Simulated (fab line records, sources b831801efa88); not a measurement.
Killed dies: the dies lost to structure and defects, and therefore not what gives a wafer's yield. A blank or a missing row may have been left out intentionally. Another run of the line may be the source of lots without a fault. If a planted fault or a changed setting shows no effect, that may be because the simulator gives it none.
Struck lot and sound lot, side by side + flow gf180mcu + 39 out of 602 route steps
Sound: wafers L860.3, L860.5, L860.6. Struck: wafer L867.4. (L867.6 of the same lot was not struck and is left out.) The cause comes at the end.
Each step with rows lists, per side, the tool, then ch with its chambers, then its first start. Under that, the readings that differ: sound wafers + struck wafers + difference of the means + sigmas: that difference in standard deviations of wafers without a fault.
alike: a reading whose means differ by less than 2 such deviations, as well as words and numbers matching on both sides. not compared: withheld readings; readings where some wafer has no value; bounds like >300 that might hide an equal value; numbers whose values overlap and for which the record gives no deviation.
Wherever a step has rows on one side only, a row that says differs or no value, or a row with sigmas, the two part there. When numbers do not overlap yet have no deviation, they are printed without sigmas and do not part them. A reading that every wafer of one side lacks parts them only if that side has two wafers or more.

first, 4 steps without rows for these wafers: GF_M2_SOFTBAKE_10 (time 60 s); GF_M2_EXPOSE_11 (exposes mask Metal2, target cd 280 nm); GF_M2_PEB_12 (peb time 90 s); GF_M2_DEVELOP_13 (develop time 60 s).
GF_M2_CD_MEAS_14 targets a cd of 280 nm.
  sound: cd-sem-02 at day 23 14:30; struck: cd-sem-01 at day 26 03:49
| reading    | sound             | struck | difference | sigmas |
|------------|-------------------|--------|------------|--------|
| cd-nm (nm) | 281.2 280.7 281.3 | 277.8  | -3.3       | -3     |
GF_M2_OVL_MEAS_15:
  sound: overlay-01 at day 23 14:35; struck: overlay-02 at day 26 03:54
  alike: M2_OVL
GF_M2_METAL_ETCH_16: etches the open film in Cl2/BCl3, stops on SiO2, target depth 750.8 nm, time 125.1 s.
  sound on rie-metal-03 ch 0,1, day 23 14:40; struck on rie-metal-01 ch 0, day 26 03:58
  alike: drypump-motor-current-A, oes-product-au, rf-fwd-power-W, throttle-valve-pct
  not compared: rf-hours-counter-h
GF_M2_STRIP_17: strips in O2/N2.
  sound on plasma-asher-04 ch 0,1, day 23 14:47; struck on plasma-asher-04 ch 1, day 26 04:05
| reading                      | sound             | struck | difference | sigmas |
|------------------------------|-------------------|--------|------------|--------|
| oes-product-au (a.u.)        | 0.535 0.548 0.541 | 0.529  | -0.012     | -2     |
| strip-time-to-endpoint-s (s) | 7.43 7.46 7.36    | 7.29   | -0.13      | -2     |
  alike: drypump-motor-current-A, heater-power-w
  not compared: rf-hours-counter-h
then, 3 steps without rows for these wafers: GF_M2_STRIP_18 (strips in post etch residue remover, time 1200 s); GF_M2_CLEAN_19 (cleans in DIW); GF_V2_CVD_00 (deposits SiO2, target thk 600 nm, time 100 s).
GF_V2_THK_MEAS_01:
  sound: film-metro-01 at day 23 15:22; struck: film-metro-03 at day 26 04:43
  alike: V2_CVD_00_THK
GF_V2_CVD_02: deposits SiO2 from TEOS, target thk 850 nm, time 94.851 s.
  sound on pecvd-02 ch 0,2, day 23 15:25; struck on pecvd-01 ch 0, day 26 04:47
| reading                             | sound             | struck | difference | sigmas |
|-------------------------------------|-------------------|--------|------------|--------|
| model.SiO2_of_V2_CVD_02.thk-nm (nm) | 855.7 856.8 853.9 | 517.3  | -338.2     |        |
  alike: heater-power-w, rf-fwd-power-W, susceptor-temp-C
  not compared: since-wet-clean-h
GF_V2_THK_MEAS_03:
  sound: film-metro-01 at day 23 15:30; struck: film-metro-01 at day 26 04:50
| reading            | sound       | struck | difference | sigmas |
|--------------------|-------------|--------|------------|--------|
| V2_CVD_02_THK (nm) | 856 857 854 | 518    | -338       | -34    |
GF_V2_CMP_04: polishes SiO2.
  sound on cmp-02 ch 0,2,3, day 23 15:38; struck on cmp-01 ch 1, day 26 04:52
| reading                | sound    | struck | difference | sigmas |
|------------------------|----------|--------|------------|--------|
| time-to-endpoint-s (s) | 86 93 87 | 42     | -47        | -9     |
  alike: motor-current-A, slurry-flow-ml-min
GF_V2_BOW_MEAS_05:
  sound: film-metro-03 at day 23 15:53; struck: film-metro-01 at day 26 05:14
  alike: V2_BOW
then, 8 steps without rows for these wafers: GF_V2_DEHYDRATE_06 (time 60 s); GF_V2_HMDS_07 (prime time 60 s); GF_V2_COAT_08; GF_V2_COAT_09 (resist thk 1000 nm); GF_V2_SOFTBAKE_10 (time 60 s); GF_V2_EXPOSE_11 (exposes mask Via2, target cd 260 nm); GF_V2_PEB_12 (peb time 90 s); GF_V2_DEVELOP_13 (develop time 60 s).
GF_V2_CD_MEAS_14 targets a cd of 260 nm.
  sound: cd-sem-02 at day 24 14:18; struck: cd-sem-01 at day 27 02:03
  alike: cd-nm
GF_V2_OVL_MEAS_15:
  sound: overlay-01 at day 24 14:23; struck: overlay-01 at day 27 02:08
| reading     | sound  | struck | difference | sigmas |
|-------------|--------|--------|------------|--------|
| V2_OVL (nm) | 7 6 -1 | -12    | -16        | -3     |
GF_V2_ETCH_16: etches BARC in N2/H2.
  sound on rie-diel-01 ch 1,2, day 24 14:25; struck on rie-diel-04 ch 3, day 27 02:09
  alike: drypump-motor-current-A, oes-product-au, rf-fwd-power-W, throttle-valve-pct
GF_V2_ETCH_17: etches SiO2 in C4F8/O2/Ar, stops on TiN, target depth 630 nm.
  sound on rie-diel-01 ch 1,2; struck on rie-diel-04 ch 3
| reading                        | sound             | struck | difference | sigmas |
|--------------------------------|-------------------|--------|------------|--------|
| oes-product-au (a.u.)          | 0.850 0.861 0.859 | 0.773  | -0.084     | -17    |
| model.etch.depth-nm (nm)       | 632.8 633.5 633.3 | 517.3  | -115.9     |        |
| model.V2.feature-depth-nm (nm) | 632.8 633.5 633.3 | 517.3  | -115.9     |        |
  alike: rf-fwd-power-W
GF_V2_STRIP_18: strips in O2/N2.
  sound on plasma-asher-01 ch 0,1, day 24 14:35; struck on plasma-asher-01 ch 1, day 27 02:19
  alike: drypump-motor-current-A, heater-power-w, oes-product-au
  not compared: rf-hours-counter-h
then, 5 steps without rows for these wafers: GF_V2_STRIP_19 (strips in post etch residue remover, time 1200 s); GF_V2_CLEAN_20 (cleans in DIW); GF_V2_SPUTTER_21 (material Ti, target thk 15 nm, time 80.02 s); GF_V2_SPUTTER_22 (material TiN, target thk 10 nm, time 40 s); GF_V2_CVD_23 (deposits W, target thk 350 nm, time 104.94 s).
GF_V2_RS_MEAS_24: measures by four-point-probe.
  sound: film-metro-02 at day 24 15:22; struck: film-metro-01 at day 27 03:05
  alike: V2_W_RS
GF_V2_THK_MEAS_25: measures by xrf.
  sound: film-metro-02 at day 24 15:28; struck: film-metro-01 at day 27 03:10
| reading       | sound       | struck | difference | sigmas |
|---------------|-------------|--------|------------|--------|
| V2_W_THK (nm) | 348 345 343 | 333    | -12        | -3     |
GF_V2_CMP_26: polishes, stops on SiO2, t overpolish 15 s, target thk 0 nm.
  sound on cmp-01 ch 0,1, day 24 15:30; struck on cmp-01 ch 3, day 27 03:21
| reading                             | sound             | struck | difference | sigmas |
|-------------------------------------|-------------------|--------|------------|--------|
| model.SiO2_of_V2_CVD_02.thk-nm (nm) | 629.1 629.7 629.6 | 513.5  | -116.0     |        |
  alike: motor-current-A, overpolish-run-s, slurry-flow-ml-min, time-to-endpoint-s
GF_M3_SPUTTER_00: material Ti, target thk 37.5 nm, time 150 s.
  sound: pvd-sputter-02 at day 24 15:48; struck: pvd-sputter-01 at day 27 03:30
  alike: throttle-valve-pct
-- the record jumps here: 7 days lie between the struck wafers' starts before and after (it left off in module M3 and takes up again in module PASSIVATION, whose first step shown is number 602 of the route) --
GF_PASSIVATION_PROBE_99:
  sound: prober-02 at day 32 12:02; struck: prober-01 at day 34 08:59
| reading                               | sound                | struck | difference | sigmas |
|---------------------------------------|----------------------|--------|------------|--------|
| model.etest.met3-comb.leak-log10-a-um | -12.04 -11.96 -11.95 | -7.238 | +4.745     |        |
  not compared: model.etest.via2-chain.rc-ohm

WHERE THEY PART
First at GF_M2_CD_MEAS_14; last, within this record, at GF_V2_THK_MEAS_25. Later steps at which nothing parts them and some readings are alike: GF_V2_CMP_26, GF_M3_SPUTTER_00.

WHY: what the simulator had put in
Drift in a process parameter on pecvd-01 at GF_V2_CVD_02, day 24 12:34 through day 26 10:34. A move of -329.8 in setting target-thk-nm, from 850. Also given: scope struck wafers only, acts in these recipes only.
